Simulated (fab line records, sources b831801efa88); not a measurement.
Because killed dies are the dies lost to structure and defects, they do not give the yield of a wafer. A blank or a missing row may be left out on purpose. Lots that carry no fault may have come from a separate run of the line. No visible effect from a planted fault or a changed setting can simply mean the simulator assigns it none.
Problem report, 8D (eight disciplines) form, completed by code || flow gf180mcu || the parts of the form that need people (team, actions taken, sign-off) are left out

1. THE ISSUE
Wafers without a fault read 4.98e-06 Torr, standard deviation 2.7e-07; end_station_pressure_torr at GF_HV_LDD_IMPLANT_34 reads a mean of 4.09e-05 Torr on 6 wafers belonging to 2 lots. So: +99 or more standard deviations from the usual mean.
Earliest sighting: wafer L598.1 on implanter-02 at day 15 14:31. The record holds 18 wafers of 6 lots with a number at this step. By rule, "out" or "out of limits" means more than 4 standard deviations away from the usual mean. All remaining wafers that have a number are taken as sound.

2. WHAT IT IS, AND WHAT IT ISN'T
{"question": "which readings at this step", "is": "end_station_pressure_torr", "is not": "dose_ions_cm2"}
{"question": "which lots", "is": "L598, L599", "is not": "L588, L604, L607, L609"}
{"question": "which wafers of those lots", "is": "all that have a number", "is not": "-"}
{"question": "read on which tools", "is": "implanter-02", "is not": "implanter-04"}
{"question": "when", "is": "from day 15 14:31", "is not": "up to then (3 sound wafers); but 9 sound wafers of L604, L607, L609 came after"}

3. WHAT RULES OUT EACH SUSPECT
Counting: a tool at a process step up to the reading stays a suspect if it ran every lot that is out and no sound lot after the first of them.
- implanter-02 at GF_HV_LDD_IMPLANT_34: ruled out as a lasting fault. Sound lots L609 ran on it after its first lot that is out, L598 (day 15 14:31).
Left after counting: nothing in the record.

4. THE CAUSE (what the simulator had put in)
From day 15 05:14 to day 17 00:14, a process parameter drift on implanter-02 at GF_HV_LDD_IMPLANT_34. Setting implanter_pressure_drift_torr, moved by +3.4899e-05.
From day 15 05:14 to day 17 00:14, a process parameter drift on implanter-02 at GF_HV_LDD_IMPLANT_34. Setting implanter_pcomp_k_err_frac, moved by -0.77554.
Counting ruled it out, wrongly.

5. THE CHAIN OF EFFECTS, in route order
Rows list readings where the struck wafers' mean (over those with a number) sits beyond 3 standard deviations from the usual. Readings are gone through only where the record gives a usual standard deviation; hours: the median, over the lots, of the time from a lot's start at the first step in this table giving one to that lot's start at this step; sigmas: the change measured in usual standard deviations.
{"hours": 0, "step": "GF_HV_LDD_IMPLANT_34", "reading": "beam_on_s", "usual": "10.03 s", "on struck wafers": 10.73, "change": "+0.70", "sigmas": "+3.7"}
{"hours": 0, "step": "GF_HV_LDD_IMPLANT_34", "reading": "end_station_pressure_torr", "usual": "4.98e-06 Torr", "on struck wafers": 4.09e-05, "change": "+3.59e-05", "sigmas": "+99 or more"}
{"hours": 0, "step": "GF_HV_LDD_IMPLANT_34", "reading": "faraday_current_uA", "usual": 42.2, "on struck wafers": 39.2, "change": -3.0, "sigmas": -3.6}
The process steps in it:
- GF_HV_LDD_IMPLANT_34

6. WHAT WOULD HAVE CAUGHT IT SOONER
In this record the first reading out of limits was taken at day 15 14:31, 9 hours after the fault began at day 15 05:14.
